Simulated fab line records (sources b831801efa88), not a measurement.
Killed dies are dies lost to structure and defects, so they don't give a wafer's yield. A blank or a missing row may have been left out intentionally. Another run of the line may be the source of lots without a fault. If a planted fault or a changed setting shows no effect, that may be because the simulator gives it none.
fab line records    flow gf180mcu
[record] lots = 5  wafers = 23
route steps=602 shown MIM@508 M5@531 V5@544 TOP_METAL@576
start_h: start of the lot's first displayed wafer, in hours after the record's first day    wait_h: hours elapsed since this lot's preceding step    " repeats the value in the row above    L1.1+2: one row covering several wafers at once    - either no value or no given start    * or withheld: withheld    < > ~ a bound
route shown NAME@n: a module of which the file shows steps, and the number in the route of the first    usual: average and standard deviation across the fault-free wafers    same: alike in all rows    chamber/n: place in a boat    sites: readings site by site    _std_site: their standard deviation    _edge_site: mean of outer sites minus mean of inner sites    radius_mm: for every site, how far away it sits from the centre of the wafer    mask NAME#n: copy n    behind: the last tool/chamber to shape the wafer    hold: the reason the lot was held/the length of the hold in hours/how it ended    device: which transistor (n, p or np) failed to switch    end of line: the same wafers' tests at the end of the route    a step given without rows: its recipe and nothing more    killed: dies lost to structure and defects at the first sort, not the wafer's yield    map: the dies of a wafer, with x for killed, . for not killed, _ for no die there
set.NAME: the setting the step ran with; set.NAME@STEP: the setting that earlier step ran with    model.NAME: the simulator's own value behind a step, which no gauge read
one table per step and one row per wafer, for lots whose settings were changed on purpose
[[steps]]
[step GF_MIM_CVD_05]
[recipe] material = Si3N4  target_thk_nm = 42  temp_max_c = 400  temp_c = 385  time_s = 29.086  rf_w = 450
lot.wafer  tool      chamber  start_h  wait_h  set.time_s  model.Si3N4_of_MIM_CVD_05.thk_nm
L077.1     pecvd-03  0        587.59   0.0     29.086      41.66
L077.3     "         2        "        "       32.41       46.26
L077.4     "         1        "        "       32.41       46.73
L077.5     "         0        "        "       32.41       46.77
L077.6     "         2        "        "       29.086      42.6
L078.1     pecvd-03  0        594.09   0.0     29.086      41.47
L078.3     "         2        "        "       32.97       47.48
L078.4     "         2        "        "       29.086      42.37
L078.5     "         0        "        "       32.97       47.76
L078.6     "         1        "        "       29.086      42.18
L080.2     pecvd-03  1        615.12   0.0     29.086      40.95
L080.3     "         2        "        "       29.086      41.42
L080.4     "         0        "        "       29.086      42.12
L082.1     pecvd-03  2        623.79   0.0     25.21       35.82
L082.2     "         0        "        "       29.086      41.27
L082.3     "         1        "        "       29.086      41.85
L082.4     "         2        "        "       29.086      42.28
L082.6     "         1        "        "       25.21       36.4
L083.1     pecvd-02  0        636.55   0.0     33.14       47.34
L083.2     "         2        "        "       33.14       47.43
L083.3     "         1        "        "       33.14       46.73
L083.4     "         2        "        "       29.086      41.93
L083.5     "         0        "        "       29.086      42.15
[step GF_MIM_THK_MEAS_06]
[recipe] reads = Si3N4_of_MIM_CVD_05
[usual] MIM_CVD_05_THK = 41.9/0.52
lot.wafer  tool           chamber  start_h  wait_h  set.time_s@MIM_CVD_05  MIM_CVD_05_THK[nm]
L077.1     film_metro-03  -        587.62   0.0     29.086                 41.6
L077.3     "              -        "        "       32.41                  46.2
L077.4     "              -        "        "       32.41                  46.7
L077.5     "              -        "        "       32.41                  46.8
L077.6     "              -        "        "       29.086                 42.6
L078.1     film_metro-03  -        594.12   0.0     29.086                 41.5
L078.3     "              -        "        "       32.97                  47.5
L078.4     "              -        "        "       29.086                 42.4
L078.5     "              -        "        "       32.97                  47.8
L078.6     "              -        "        "       29.086                 42.2
L080.2     film_metro-03  -        615.16   0.0     29.086                 41.0
L080.3     "              -        "        "       29.086                 41.4
L080.4     "              -        "        "       29.086                 42.2
L082.1     film_metro-03  -        623.83   0.0     25.21                  35.8
L082.2     "              -        "        "       29.086                 41.3
L082.3     "              -        "        "       29.086                 41.8
L082.4     "              -        "        "       29.086                 42.2
L082.6     "              -        "        "       25.21                  36.4
L083.1     film_metro-04  -        636.58   0.0     33.14                  47.3
L083.2     "              -        "        "       33.14                  47.4
L083.3     "              -        "        "       33.14                  46.8
L083.4     "              -        "        "       29.086                 42.0
L083.5     "              -        "        "       29.086                 42.1
[step GF_MIM_METAL_ETCH_19]
[recipe] chemistry = Cl2/BCl3  mask_material = NOVOLAK  stop_on = Si3N4  target_depth_nm = 324.5  pressure_mtorr = 8  icp_w = 800  bias_w = 140  Cl2_flow_sccm = 80  bcl3_flow_sccm = 40  time_s = 54.1
[usual] oes_product_au = 0.942/0.0056
lot.wafer  tool          chamber  start_h  wait_h  set.time_s  oes_product_au  model.MIM.feature_depth_nm  model.NOVOLAK_of_MIM_COAT_14.thk_nm
L077.1     rie_metal-02  0        609.20   0.1     54.1        0.943           296.4                       869.9
L077.3     "             1        "        "       48.22       0.998           292                         886.3
L077.4     "             0        "        "       48.22       1.006           289.1                       889.3
L077.5     "             0        "        "       54.1        0.932           296.4                       873.5
L077.6     "             1        "        "       54.1        0.940           297.1                       871.5
L078.1     rie_metal-03  1        615.30   0.1     46.32       0.992           271.4                       892.7
L078.3     "             0        "        "       46.32       0.983           272.7                       893
L078.4     "             1        "        "       46.32       0.981           270.8                       892.2
L078.5     "             0        "        "       54.1        0.945           296.7                       878.6
L078.6     "             1        "        "       54.1        0.945           297.4                       872.1
L080.2     rie_metal-02  0        635.64   0.1     54.1        0.949           297                         874
L080.3     "             0        "        "       54.1        0.941           296                         870.7
L080.4     "             1        "        "       54.1        0.947           297.8                       871
L082.1     rie_metal-01  0        643.73   0.1     54.1        0.940           296.1                       868.3
L082.2     "             1        "        "       54.1        0.944           296.7                       869.9
L082.3     "             0        "        "       54.1        0.943           294.7                       869.8
L082.4     "             1        "        "       54.1        0.943           294.8                       872.6
L082.6     "             1        "        "       54.1        0.932           295.2                       870
L083.1     rie_metal-01  0        656.89   0.1     59.44       0.925           294.3                       853.7
L083.2     "             1        "        "       59.44       0.918           295.4                       854.3
L083.3     "             1        "        "       54.1        0.941           295.7                       863.5
L083.4     "             0        "        "       54.1        0.943           295.5                       868.2
L083.5     "             0        "        "       59.44       0.925           295.9                       852.1
[step GF_MIM_STRIP_20]
[recipe] chemistry = O2/N2  power_w = 1400  pressure_mtorr = 1500  platen_temp_c = 250  o2_flow_sccm = 3000  n2_flow_sccm = 300  overash_fraction = 0.5
[usual] strip_time_to_endpoint_s = 11.23/0.041
lot.wafer  tool             chamber  start_h  wait_h  set.time_s@MIM_METAL_ETCH_19  strip_time_to_endpoint_s
L077.1     plasma_asher-04  0        609.27   0.0     54.1                          11.22
L077.3     "                1        "        "       48.22                         11.41
L077.4     "                0        "        "       48.22                         11.46
L077.5     "                0        "        "       54.1                          11.26
L077.6     "                1        "        "       54.1                          11.23
L078.1     plasma_asher-04  1        615.37   0.0     46.32                         11.48
L078.3     "                0        "        "       46.32                         11.48
L078.4     "                1        "        "       46.32                         11.47
L078.5     "                0        "        "       54.1                          11.33
L078.6     "                1        "        "       54.1                          11.25
L080.2     plasma_asher-01  1        635.71   0.0     54.1                          11.27
L080.3     "                1        "        "       54.1                          11.22
L080.4     "                0        "        "       54.1                          11.23
L082.1     plasma_asher-04  0        643.80   0.0     54.1                          11.21
L082.2     "                1        "        "       54.1                          11.22
L082.3     "                0        "        "       54.1                          11.21
L082.4     "                1        "        "       54.1                          11.25
L082.6     "                0        "        "       54.1                          11.23
L083.1     plasma_asher-01  1        656.96   0.0     59.44                         11.03
L083.2     "                0        "        "       59.44                         11.02
L083.3     "                1        "        "       54.1                          11.13
L083.4     "                0        "        "       54.1                          11.19
L083.5     "                0        "        "       59.44                         11.02
[step GF_M5_PEB_05]
[recipe] peb_temp_c = 135  peb_time_s = 90  resist = KrF
lot.wafer   tool            chamber  start_h  wait_h  set.peb_temp_c
L077.1+5    litho_track-01  0        -        -       135
L077.3+4+6  "               0        "        "       131.4
L078.1+4+5  litho_track-01  0        -        -       133.3
L078.3+6    "               0        "        "       135
L080.2+3+4  litho_track-04  0        -        -       135
L082.1+4    litho_track-04  0        -        -       135
L082.2+3+6  "               0        "        "       138.9
L083.1+5    litho_track-03  0        -        -       138.8
L083.2+3+4  "               0        "        "       135
[step GF_M5_DEVELOP_06]
[recipe] develop_time_s = 60  dev_temp_c = 21
[step GF_M5_CD_MEAS_07]
[recipe] target_cd_nm = 280
[usual] cd_nm = 279.7/1.2
lot.wafer  tool       chamber  start_h  wait_h  set.peb_temp_c@M5_PEB_05  cd_nm
L077.1     cd_sem-02  -        629.99   0.1     135                       278.4
L077.3     "          -        "        "       131.4                     290.4
L077.4     "          -        "        "       131.4                     289.8
L077.5     "          -        "        "       135                       277.8
L077.6     "          -        "        "       131.4                     290.1
L078.1     cd_sem-01  -        635.99   0.1     133.3                     284.9
L078.3     "          -        "        "       135                       280.2
L078.4     "          -        "        "       133.3                     284.3
L078.5     "          -        "        "       133.3                     284.1
L078.6     "          -        "        "       135                       279.5
L080.2     cd_sem-02  -        656.14   0.1     135                       278.9
L080.3     "          -        "        "       135                       279.3
L080.4     "          -        "        "       135                       280.0
L082.1     cd_sem-02  -        663.72   0.1     135                       278.2
L082.2     "          -        "        "       138.9                     268.5
L082.3     "          -        "        "       138.9                     270.0
L082.4     "          -        "        "       135                       277.3
L082.6     "          -        "        "       138.9                     268.8
L083.1     cd_sem-01  -        676.78   0.1     138.8                     271.5
L083.2     "          -        "        "       135                       281.9
L083.3     "          -        "        "       135                       280.1
L083.4     "          -        "        "       135                       279.2
L083.5     "          -        "        "       138.8                     272.5
[step GF_M5_ETCH_09]
[recipe] chemistry = CF4/O2  target = Si3N4  target_depth_nm = 52  source_w = 800  bias_w = 155  pressure_mtorr = 150  cf4_flow_sccm = 80  O2_flow_sccm = 10  time_s = 11.6
lot.wafer  tool         chamber  start_h  wait_h  set.peb_temp_c@M5_PEB_05  model.M5.cd_nm
L077.1     rie_diel-04  0        630.14   0.0     135                       278.2
L077.3     "            3        "        "       131.4                     290.6
L077.4     "            1        "        "       131.4                     289.9
L077.5     "            2        "        "       135                       277.6
L077.6     "            1        "        "       131.4                     290.2
L078.1     rie_diel-04  1        636.14   0.0     133.3                     284.9
L078.3     "            3        "        "       135                       279.6
L078.4     "            2        "        "       133.3                     284.1
L078.5     "            0        "        "       133.3                     284
L078.6     "            1        "        "       135                       279.8
L080.2     rie_diel-01  1        656.27   0.0     135                       278.6
L080.3     "            3        "        "       135                       279
L080.4     "            2        "        "       135                       279.4
L082.1     rie_diel-01  1        663.87   0.0     135                       278.2
L082.2     "            3        "        "       138.9                     268.5
L082.3     "            2        "        "       138.9                     270
L082.4     "            0        "        "       135                       277.2
L082.6     "            3        "        "       138.9                     268.6
L083.1     rie_diel-01  0        676.94   0.0     138.8                     271.4
L083.2     "            2        "        "       135                       281.9
L083.3     "            1        "        "       135                       280.4
L083.4     "            3        "        "       135                       279.2
L083.5     "            0        "        "       138.8                     272.6
[step GF_M5_METAL_ETCH_10]
[recipe] chemistry = Cl2/BCl3  mask_material = KrF  target_depth_nm = 627.5  stop_on = SiO2  pressure_mtorr = 8  icp_w = 800  bias_w = 140  Cl2_flow_sccm = 80  bcl3_flow_sccm = 40  time_s = 104.6
lot.wafer  tool          chamber  start_h  wait_h  set.peb_temp_c@M5_PEB_05  model.M5.cd_nm
L077.1     rie_metal-04  1        630.16   0.0     135                       280.5
L077.3     "             1        "        "       131.4                     295.1
L077.4     "             0        "        "       131.4                     293.7
L077.5     "             0        "        "       135                       277.6
L077.6     "             1        "        "       131.4                     293.6
L078.1     rie_metal-03  1        636.16   0.0     133.3                     284.4
L078.3     "             1        "        "       135                       279.8
L078.4     "             1        "        "       133.3                     285.3
L078.5     "             1        "        "       133.3                     283
L078.6     "             1        "        "       135                       279.5
L080.2     rie_metal-04  0        656.30   0.0     135                       280.2
L080.3     "             0        "        "       135                       284.9
L080.4     "             1        "        "       135                       282.3
L082.1     rie_metal-02  1        663.90   0.0     135                       280.1
L082.2+6   "             0,1      "        "       138.9                     271.8
L082.3     "             1        "        "       138.9                     272.3
L082.4     "             0        "        "       135                       280.6
L083.1     rie_metal-03  1        676.96   0.0     138.8                     268.8
L083.2     "             0        "        "       135                       275.4
L083.3     "             0        "        "       135                       278.6
L083.4     "             1        "        "       135                       281.6
L083.5     "             1        "        "       138.8                     269.9
[step GF_V5_CMP_04]
[recipe] material = SiO2  down_force_psi = 4  platen_rpm = 60  pad_velocity_m_s = 0.94248
lot.wafer  tool    chamber  start_h  wait_h  set.leave_above_ref_nm  model.SiO2_of_V5_CVD_02.thk_nm
L077.3     cmp-02  1        631.44   0.3     855                     854
L077.1     "       2        "        "       800.3                   799.2
L077.4     "       3        "        "       800.3                   800.2
L077.6     "       0        "        "       800.3                   798.4
L077.5     "       1        "        "       855                     855.4
L078.3     cmp-01  1        637.19   0.0     918.3                   917.5
L078.4+6   "       2,1      "        "       918.3                   918
L078.1     "       0        "        "       855                     854.7
L078.5     "       2        "        "       855                     854.3
L080.4     cmp-01  2        657.30   0.1     855                     854
L080.3     "       3        "        "       855                     855
L080.2     "       0        "        "       855                     854.6
L082.2     cmp-02  3        665.05   0.2     855                     855.1
L082.3     "       0        "        "       836                     835.4
L082.4     "       1        "        "       855                     855.5
L082.1     "       2        "        "       855                     855.8
L082.6     "       3        "        "       836                     837.8
L083.4     cmp-02  3        677.89   0.0     807.2                   808.5
L083.3     "       0        "        "       855                     855.3
L083.1     "       1        "        "       855                     855.9
L083.2     "       2        "        "       807.2                   808.4
L083.5     "       0        "        "       807.2                   807.8
[step GF_V5_EXPOSE_11]
[recipe] mask_id = Via5  target_cd_nm = 260  na = 0.68  source_shape = conventional  sigma_outer = 0.6  dose_mj = 38
lot.wafer       tool            chamber  start_h  wait_h  mask    set.dose_mj
L077.1+3+5      krf_scanner-02  0        -        -       Via5#0  40.76
L077.4+6        "               0        "        "       Via5#0  38
L078.1+5+6      krf_scanner-01  0        -        -       Via5#0  39.63
L078.3+4        "               0        "        "       Via5#0  38
L080.2+3+4      krf_scanner-01  0        -        -       Via5#0  38
L082.1+2+3+4+6  krf_scanner-01  0        -        -       Via5#0  38
L083.1+4        krf_scanner-01  0        -        -       Via5#0  37.02
L083.2+3+5      "               0        "        "       Via5#0  38
[step GF_V5_PEB_12]
[recipe] peb_temp_c = 135  peb_time_s = 90  resist = KrF
[step GF_V5_DEVELOP_13]
[recipe] develop_time_s = 60  resist = KrF  dev_temp_c = 21
[step GF_V5_CD_MEAS_14]
[recipe] target_cd_nm = 260
[usual] cd_nm = 259.8/1.3
lot.wafer  tool       chamber  start_h  wait_h  set.dose_mj@V5_EXPOSE_11  cd_nm
L077.1     cd_sem-02  -        651.17   0.1     40.76                     271.0
L077.3     "          -        "        "       40.76                     272.1
L077.4     "          -        "        "       38                        259.4
L077.5     "          -        "        "       40.76                     271.1
L077.6     "          -        "        "       38                        260.8
L078.1     cd_sem-02  -        657.42   0.1     39.63                     267.2
L078.3     "          -        "        "       38                        261.0
L078.4     "          -        "        "       38                        261.6
L078.5     "          -        "        "       39.63                     268.5
L078.6     "          -        "        "       39.63                     268.8
L080.2     cd_sem-01  -        677.26   0.1     38                        258.0
L080.3     "          -        "        "       38                        257.6
L080.4     "          -        "        "       38                        258.0
L082.1     cd_sem-02  -        684.08   0.1     38                        259.6
L082.2     "          -        "        "       38                        258.4
L082.3     "          -        "        "       38                        258.6
L082.4     "          -        "        "       38                        259.2
L082.6     "          -        "        "       38                        258.8
L083.1     cd_sem-01  -        697.55   0.1     37.02                     257.5
L083.2     "          -        "        "       38                        260.9
L083.3     "          -        "        "       38                        259.9
L083.4     "          -        "        "       37.02                     257.4
L083.5     "          -        "        "       38                        262.5
[step GF_V5_ETCH_16]
[recipe] chemistry = N2/H2  target_depth_a = withheld  overetch_a = withheld  time_s = withheld  target = BARC  ion_energy_ev = 200  source_w = 500  bias_w = 100  pressure_mtorr = 30  n2_flow_sccm = 100  h2_flow_sccm = 200
lot.wafer  tool         chamber  start_h  wait_h  set.dose_mj@V5_EXPOSE_11  model.V5.cd_nm
L077.1     rie_diel-02  3        651.32   0.0     40.76                     271
L077.3     "            0        "        "       40.76                     272.1
L077.4     "            1        "        "       38                        260.4
L077.5     "            2        "        "       40.76                     271.4
L077.6     "            3        "        "       38                        260.1
L078.1     rie_diel-02  3        657.57   0.0     39.63                     266.7
L078.3     "            0        "        "       38                        262
L078.4     "            1        "        "       38                        262.1
L078.5     "            1        "        "       39.63                     269
L078.6     "            0        "        "       39.63                     269.1
L080.2     rie_diel-03  2        677.39   0.0     38                        257.5
L080.3     "            1        "        "       38                        257
L080.4     "            0        "        "       38                        257.4
L082.1     rie_diel-01  1        684.24   0.0     38                        260.1
L082.2     "            0        "        "       38                        259
L082.3+4   "            2,3      "        "       38                        258.9
L082.6     "            1        "        "       38                        259.5
L083.1+4   rie_diel-01  0,3      697.70   0.0     37.02                     257.1
L083.2     "            2        "        "       38                        260.8
L083.3     "            1        "        "       38                        259.8
L083.5     "            1        "        "       38                        262.4
[step GF_V5_ETCH_17]
[recipe] chemistry = C4F8/O2/Ar  mask_material = KrF  target = SiO2  stop_on = TiN  source_w = 1500  bias_w = 1200  pressure_mtorr = 40  c4f8_flow_sccm = withheld  O2_flow_sccm = 6  Ar_flow_sccm = 300  time_s = withheld  target_depth_a = 8550
[usual] oes_product_au = 0.861/0.0042
lot.wafer  tool         chamber  start_h  wait_h  set.leave_above_ref_nm@V5_CMP_04  set.dose_mj@V5_EXPOSE_11  oes_product_au  model.V5.feature_depth_nm  model.etch.depth_nm  model.V5.cd_nm
L077.1     rie_diel-02  3        -        -       800.3                             40.76                     0.833           799.2                      799.2                270.9
L077.3     "            0        "        "       855                               40.76                     0.863           854                        854                  272.2
L077.4     "            1        "        "       800.3                             38                        0.835           800.2                      -                    259.4
L077.5     "            2        "        "       855                               40.76                     0.858           855.4                      855.4                271.6
L077.6     "            3        "        "       800.3                             38                        0.832           798.4                      -                    260.3
L078.1     rie_diel-02  3        -        -       855                               39.63                     0.860           854.7                      -                    266.7
L078.3     "            0        "        "       918.3                             38                        0.895           917.5                      917.5                262.2
L078.4     "            1        "        "       918.3                             38                        0.892           918                        -                    261.7
L078.5     "            1        "        "       855                               39.63                     0.863           854.3                      -                    268.8
L078.6     "            0        "        "       918.3                             39.63                     0.901           918                        918                  269.1
L080.2     rie_diel-03  2        -        -       855                               38                        0.853           854.6                      854.6                257.3
L080.3     "            1        "        "       855                               38                        0.856           855                        855                  256.1
L080.4     "            0        "        "       855                               38                        0.859           854                        854                  257.8
L082.1     rie_diel-01  1        -        -       855                               38                        0.855           855.8                      -                    259.8
L082.2     "            0        "        "       855                               38                        0.857           855.1                      -                    259.3
L082.3     "            2        "        "       836                               38                        0.857           835.4                      -                    259.9
L082.4     "            3        "        "       855                               38                        0.857           855.5                      855.5                259.1
L082.6     "            1        "        "       836                               38                        0.856           837.8                      -                    259.1
L083.1     rie_diel-01  0        -        -       855                               37.02                     0.866           855.9                      -                    257.4
L083.2     "            2        "        "       807.2                             38                        0.838           808.4                      808.4                261.1
L083.3     "            1        "        "       855                               38                        0.858           855.3                      855.3                259.4
L083.4     "            3        "        "       807.2                             37.02                     0.836           808.5                      -                    257.3
L083.5     "            1        "        "       807.2                             38                        0.827           807.8                      -                    262.3
[step GF_TOP_METAL_COAT_09]
[recipe] resist = NOVOLAK  spin_rpm = 3000  resist_thk_nm = 1500
lot.wafer  tool            chamber  start_h  wait_h  set.spin_rpm  model.NOVOLAK_of_TOP_METAL_COAT_09.thk_nm
L077.1     litho_track-02  0        662.40   0.1     3000          1499
L077.3     "               0        "        "       2805          1550
L077.4     "               0        "        "       3000          1501
L077.5     "               0        "        "       2805          1549
L077.6     "               0        "        "       2805          1551
L078.1+6   litho_track-04  0        667.97   0.1     2900          1516
L078.3     "               0        "        "       3000          1494
L078.4     "               0        "        "       2900          1518
L078.5     "               0        "        "       3000          1493
L080.2     litho_track-02  0        687.97   0.1     3000          1496
L080.3     "               0        "        "       3000          1491
L080.4     "               0        "        "       3000          1487
L082.1     litho_track-04  0        695.07   0.1     3000          1497
L082.2+3   "               0        "        "       3079          1477
L082.4     "               0        "        "       3000          1498
L082.6     "               0        "        "       3000          1491
L083.1     litho_track-03  0        707.98   0.1     3000          1502
L083.2     "               0        "        "       3000          1506
L083.3     "               0        "        "       3216          1457
L083.4     "               0        "        "       3216          1455
L083.5     "               0        "        "       3216          1459
[step GF_TOP_METAL_METAL_ETCH_16]
[recipe] chemistry = Cl2/BCl3  mask_material = NOVOLAK  target_depth_nm = 1077.5  stop_on = SiO2  pressure_mtorr = 8  icp_w = 800  bias_w = 140  Cl2_flow_sccm = 80  bcl3_flow_sccm = 40  time_s = 179.6
lot.wafer       tool          chamber    start_h  wait_h  set.bias_w
L077.1+3+4      rie_metal-01  0,0,1      671.90   0.0     127.4
L077.5+6        "             0,1        "        "       140
L078.1+3        rie_metal-03  1,0        678.44   0.0     155.5
L078.4+5+6      "             1,1,0      "        "       140
L080.2+3+4      rie_metal-01  1,1,0      697.99   0.0     140
L082.1+2+6      rie_metal-01  0,1,0      704.37   0.0     140
L082.3+4        "             0,1        "        "       152.8
L083.1+2+3+4+5  rie_metal-04  1,0,0,1,0  717.57   0.0     140
[step GF_TOP_METAL_STRIP_17]
[recipe] chemistry = O2/N2  power_w = 1400  pressure_mtorr = 1500  platen_temp_c = 250  o2_flow_sccm = 3000  n2_flow_sccm = 300  overash_fraction = 0.5
[usual] strip_time_to_endpoint_s = 13.44/0.083
lot.wafer  tool             chamber  start_h  wait_h  set.spin_rpm@TOP_METAL_COAT_09  strip_time_to_endpoint_s
L077.1     plasma_asher-03  0        672.08   0.1     3000                            13.53
L077.3     "                1        "        "       2805                            14.17
L077.4     "                0        "        "       3000                            13.58
L077.5     "                0        "        "       2805                            14.04
L077.6     "                1        "        "       2805                            14.02
L078.1     plasma_asher-03  0        678.61   0.1     2900                            13.48
L078.3     "                1        "        "       3000                            13.22
L078.4     "                0        "        "       2900                            13.66
L078.5     "                1        "        "       3000                            13.35
L078.6     "                0        "        "       2900                            13.61
L080.2     plasma_asher-02  1        698.16   0.1     3000                            13.38
L080.3     "                1        "        "       3000                            13.36
L080.4     "                0        "        "       3000                            13.24
L082.1     plasma_asher-01  0        704.55   0.1     3000                            13.46
L082.2     "                1        "        "       3079                            13.16
L082.3     "                0        "        "       3079                            13.07
L082.4     "                1        "        "       3000                            13.28
L082.6     "                0        "        "       3000                            13.41
L083.1     plasma_asher-01  0        717.75   0.1     3000                            13.48
L083.2     "                1        "        "       3000                            13.51
L083.3     "                0        "        "       3216                            12.96
L083.4     "                1        "        "       3216                            12.95
L083.5     "                1        "        "       3216                            13.01
[[key]]
[split] step = GF_MIM_CVD_05  setting = time_s  stated = 29.086  by = wafer
[response] step = GF_MIM_CVD_05  reading = model.Si3N4_of_MIM_CVD_05.thk_nm  change = +0.401  per = 1%  r = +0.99
[response] step = GF_MIM_THK_MEAS_06  reading = MIM_CVD_05_THK  change = +0.401  per = 1%  r = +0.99
[split] step = GF_MIM_METAL_ETCH_19  setting = time_s  stated = 54.1  by = wafer
[response] step = GF_MIM_METAL_ETCH_19  reading = oes_product_au  change = -0.00348  per = 1%  r = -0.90
[response] step = GF_MIM_METAL_ETCH_19  reading = model.MIM.feature_depth_nm  shape = bent  at_lowest = 271.6  at_stated = 296.2  at_highest = 295.2
[response] step = GF_MIM_METAL_ETCH_19  reading = model.NOVOLAK_of_MIM_COAT_14.thk_nm  change = -1.3  per = 1%  r = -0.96
[response] step = GF_MIM_STRIP_20  reading = strip_time_to_endpoint_s  change = *  per = 1%  r = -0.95
[split] step = GF_M5_PEB_05  setting = peb_temp_c  stated = 135  by = wafer
[response] step = GF_M5_CD_MEAS_07  reading = cd_nm  change = -3.47  per = 1%  r = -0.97
[response] step = GF_M5_ETCH_09  reading = model.M5.cd_nm  change = -3.51  per = 1%  r = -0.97
[response] step = GF_M5_METAL_ETCH_10  reading = model.M5.cd_nm  change = -3.85  per = 1%  r = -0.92
[split] step = GF_V5_CMP_04  setting = leave_above_ref_nm  stated = 855  by = wafer
[response] step = GF_V5_CMP_04  reading = model.SiO2_of_V5_CVD_02.thk_nm  change = +8.57  per = 1%  r = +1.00
[response] step = GF_V5_ETCH_17  reading = oes_product_au  change = +0.00448  per = 1%  r = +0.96
[response] step = GF_V5_ETCH_17  reading = model.V5.feature_depth_nm  change = +8.57  per = 1%  r = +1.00
[response] step = GF_V5_ETCH_17  reading = model.etch.depth_nm  change = +8.57  per = 1%  r = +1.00
[split] step = GF_V5_EXPOSE_11  setting = dose_mj  stated = 38  by = wafer
[response] step = GF_V5_CD_MEAS_14  reading = cd_nm  change = +1.55  per = 1%  r = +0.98
[response] step = GF_V5_ETCH_16  reading = model.V5.cd_nm  change = +1.53  per = 1%  r = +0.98
[response] step = GF_V5_ETCH_17  reading = model.V5.cd_nm  change = +1.55  per = 1%  r = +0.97
[split] step = GF_TOP_METAL_COAT_09  setting = spin_rpm  stated = 3000  by = wafer
[response] step = GF_TOP_METAL_COAT_09  reading = model.NOVOLAK_of_TOP_METAL_COAT_09.thk_nm  change = -7.01  per = 1%  r = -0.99
[response] step = GF_TOP_METAL_STRIP_17  reading = strip_time_to_endpoint_s  change = *  per = 1%  r = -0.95
[split] step = GF_TOP_METAL_METAL_ETCH_16  setting = bias_w  stated = 140  by = wafer
response none clear
